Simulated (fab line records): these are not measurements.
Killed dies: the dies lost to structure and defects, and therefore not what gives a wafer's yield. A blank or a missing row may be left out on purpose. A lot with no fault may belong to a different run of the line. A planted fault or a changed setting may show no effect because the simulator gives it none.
What tool caused it? -- flow sky130 -- 72 wafers from 24 lots sampled at 4 of the route's 708 steps

WHAT THE GAUGES READ, wafer by wafer
SKY_METAL2_CD_MEAS_15 targets a cd of 140 nm. Usual: cd nm at 139.6 nm, with a standard deviation of 1.3.
lot,measured,on,cd nm (nm),flag
L074,day 35 08:24,cd sem-01,141.3 140.8 140.2,
L075,day 35 12:37,cd sem-02,140.0 138.3 139.5,
L076,day 35 21:10,cd sem-01,140.2 141.9 139.8,
L077,day 36 02:29,cd sem-02,140.0 139.8 138.8,
L078,day 36 15:01,cd sem-02,138.1 138.4 138.5,
L080,day 37 05:12,cd sem-01,139.5 141.2 141.0,
L079,day 37 09:19,cd sem-02,139.5 139.3 139.9,
L081,day 37 18:02,cd sem-02,140.0 141.8 141.4,
L082,day 38 04:39,cd sem-02,139.5 138.9 138.3,
L083,day 38 13:13,cd sem-01,138.6 138.1 138.7,
L085,day 38 17:21,cd sem-02,141.7 139.1 139.8,
L084,day 38 17:38,cd sem-01,138.5 138.7 137.7,
L086,day 39 08:58,cd sem-01,139.4 138.0 139.3,
L087,day 39 17:06,cd sem-01,138.2 138.0 139.9,
L088,day 39 18:37,cd sem-02,142.1 142.8 142.0,
L089,day 40 02:05,cd sem-02,140.1 140.1 139.9,
L090,day 40 11:59,cd sem-02,138.7 137.3 139.6,
L091,day 40 12:32,cd sem-02,137.6 137.3 137.7,
L092,day 40 19:22,cd sem-01,136.6 137.6 137.4,
L093,day 41 05:57,cd sem-01,142.0 141.7 141.8,
L094,day 41 17:25,cd sem-01,140.6 141.0 139.5,
L095,day 41 20:36,cd sem-01,141.5 141.3 142.0,
L097,day 41 22:51,cd sem-01,140.1 140.4 140.3,
L096,day 42 01:44,cd sem-01,140.1 141.0 140.4,

SKY_VIA3_OVL_MEAS_13. Usual: VIA3_OVL 4 nm, standard deviation 5.6.
lot,measured,on,VIA3_OVL (nm),flag
L074,day 39 21:13,overlay-02,5 4 5,
L075,day 40 00:17,overlay-01,8 11 7,
L076,day 40 08:49,overlay-01,7 9 12,
L077,day 40 14:09,overlay-01,7 10 19,
L078,day 41 01:56,overlay-01,2 3 2,
L080,day 41 14:14,overlay-02,2 4 6,
L079,day 41 18:30,overlay-02,10 7 5,
L081,day 42 02:50,overlay-02,1 1 0,
L082,day 42 11:47,overlay-02,0 10 3,
L083,day 42 20:47,overlay-01,3 4 11,
L085,day 42 23:23,overlay-02,1 1 4,
L084,day 43 00:51,overlay-01,3 1 13,
L086,day 43 14:35,overlay-01,-5 -5 -7,
L087,day 43 21:56,overlay-02,6 -1 2,
L088,day 43 23:50,overlay-02,-3 -1 1,
L089,day 44 07:11,overlay-02,-2 -6 -1,
L090,day 44 14:32,overlay-01,10 3 6,
L091,day 44 14:53,overlay-01,17 9 17,
L092,day 44 21:22,overlay-02,6 11 1,
L093,day 45 05:59,overlay-01,-1 6 -3,
L094,day 45 17:49,overlay-01,2 6 4,
L095,day 45 20:59,overlay-01,5 2 -4,
L097,day 45 22:40,overlay-01,12 14 6,
L096,day 46 00:59,overlay-01,9 -1 7,

TOOL THAT RAN EACH LOT (tool first, then ch and the chambers of the sampled wafers, then the start)
lot,SKY_METAL1_METAL_ETCH_19,SKY_METAL2_SPUTTER_00
L074,"rie metal-03 ch 0,1, day 33 00:25","pvd sputter-01, day 34 05:43"
L075,"rie metal-02 ch 0,1, day 33 05:04","pvd sputter-03, day 34 10:31"
L076,"rie metal-02 ch 0,1, day 33 13:14","pvd sputter-01, day 34 18:53"
L077,"rie metal-01 ch 0,1, day 33 18:52","pvd sputter-04, day 35 00:20"
L078,"rie metal-02 ch 0,1, day 34 07:19","pvd sputter-03, day 35 13:08"
L080,"rie metal-03 ch 0, day 34 20:53","pvd sputter-01, day 36 02:40"
L079,"rie metal-01 ch 0,1, day 35 01:19","pvd sputter-01, day 36 06:46"
L081,"rie metal-01 ch 0,1, day 35 11:37","pvd sputter-01, day 36 16:32"
L082,"rie metal-02 ch 0,1, day 35 21:43","pvd sputter-03, day 37 02:29"
L083,"rie metal-01 ch 0,1, day 36 07:07","pvd sputter-01, day 37 11:42"
L085,"rie metal-02 ch 0,1, day 36 10:47","pvd sputter-04, day 37 15:08"
L084,"rie metal-01 ch 0,1, day 36 11:07","pvd sputter-03, day 37 15:46"
L086,"rie metal-01 ch 0,1, day 37 02:37","pvd sputter-01, day 38 07:28"
L087,"rie metal-02 ch 0,1, day 37 11:50","pvd sputter-04, day 38 15:44"
L088,"rie metal-01 ch 0,1, day 37 12:37","pvd sputter-01, day 38 17:11"
L089,"rie metal-01 ch 0,1, day 37 20:43","pvd sputter-04, day 39 01:03"
L090,"rie metal-03 ch 0,1, day 38 07:31","pvd sputter-03, day 39 11:25"
L091,"rie metal-02 ch 0,1, day 38 08:19","pvd sputter-01, day 39 11:43"
L092,"rie metal-03 ch 0,1, day 38 14:11","pvd sputter-01, day 39 18:11"
L093,"rie metal-03 ch 0,1, day 39 01:38","pvd sputter-04, day 40 05:13"
L094,"rie metal-01 ch 1, day 39 13:52","pvd sputter-01, day 40 17:35"
L095,"rie metal-02 ch 0,1, day 39 16:53","pvd sputter-01, day 40 20:31"
L097,"rie metal-01 ch 1, day 39 19:44","pvd sputter-01, day 40 22:50"
L096,"rie metal-03 ch 0,1, day 39 22:28","pvd sputter-03, day 41 02:01"
- SKY_METAL1_METAL_ETCH_19: etches the open film in Cl2/BCl3, stops on SiO2, target depth 360 nm, time 78 s.
- SKY_METAL2_SPUTTER_00: material Ti, target thk 15 nm, time 10 s.

WHAT THE TOOLS THEMSELVES READ (means of the sampled wafers that have a number; where no wafer has one, the mark that the record gives instead)
SKY_METAL1_METAL_ETCH_19. Usual: drypump motor current A 5.5 A, standard deviation 0.56; oes product au 0.854 a.u., standard deviation 0.0055; throttle valve pct 22.265 %, standard deviation 0.0094.
lot,tool,drypump motor current A (A),oes product au (a.u.),throttle valve pct (%),flag
L074,rie metal-03,5.7,0.856,22.261,
L075,rie metal-02,5.4,0.855,22.263,
L076,rie metal-02,5.4,0.850,22.260,
L077,rie metal-01,5.9,0.850,22.264,
L078,rie metal-02,5.3,0.860,22.266,
L080,rie metal-03,6.2,0.852,22.257,
L079,rie metal-01,5.9,0.853,22.263,
L081,rie metal-01,5.4,0.852,22.272,
L082,rie metal-02,5.3,0.858,22.270,
L083,rie metal-01,5.4,0.854,22.264,
L085,rie metal-02,5.3,0.854,22.273,
L084,rie metal-01,5.9,0.856,22.275,
L086,rie metal-01,5.9,0.855,22.271,
L087,rie metal-02,5.3,0.845,22.258,
L088,rie metal-01,5.9,0.854,22.272,
L089,rie metal-01,5.9,0.857,22.265,
L090,rie metal-03,6.0,0.860,22.257,
L091,rie metal-02,5.4,0.856,22.271,
L092,rie metal-03,6.0,0.851,22.262,
L093,rie metal-03,5.8,0.854,22.268,
L094,rie metal-01,4.9,0.851,22.269,
L095,rie metal-02,5.4,0.856,22.263,
L097,rie metal-01,4.9,0.855,22.256,
L096,rie metal-03,5.7,0.858,22.252,

SKY_METAL2_SPUTTER_00. Usual: throttle valve pct at 29.7 %, with a standard deviation of 1.
lot,tool,throttle valve pct (%),flag
L074,pvd sputter-01,28.9,
L075,pvd sputter-03,30.0,
L076,pvd sputter-01,29.1,
L077,pvd sputter-04,30.9,
L078,pvd sputter-03,29.8,
L080,pvd sputter-01,29.4,
L079,pvd sputter-01,29.4,
L081,pvd sputter-01,29.2,
L082,pvd sputter-03,29.3,
L083,pvd sputter-01,30.1,
L085,pvd sputter-04,30.2,
L084,pvd sputter-03,29.5,
L086,pvd sputter-01,29.8,
L087,pvd sputter-04,31.1,
L088,pvd sputter-01,29.4,
L089,pvd sputter-04,31.0,
L090,pvd sputter-03,29.4,
L091,pvd sputter-01,29.1,
L092,pvd sputter-01,29.0,
L093,pvd sputter-04,30.2,
L094,pvd sputter-01,29.8,
L095,pvd sputter-01,29.6,
L097,pvd sputter-01,29.5,
L096,pvd sputter-03,29.8,

THE ANSWER, worked out from the rows above alone
Rule: a lot counts as off when the mean over its wafers that have a number is more than 3 standard deviations away from the usual mean. Also off: a lot with no number at a reading for which 4 or more lots have one. Any other lot the step has rows for is counted as sound. After the gauges, taken in route order, come the tools' own readings; for these a lot's mean is taken, as printed above. The first step at which some lot is off is used, and at that step the reading that is off furthest; a lot without a number counts as furthest.
None of the lots is off at any reading shown; this tells nothing.

WHAT THE SIMULATOR HAD PUT IN
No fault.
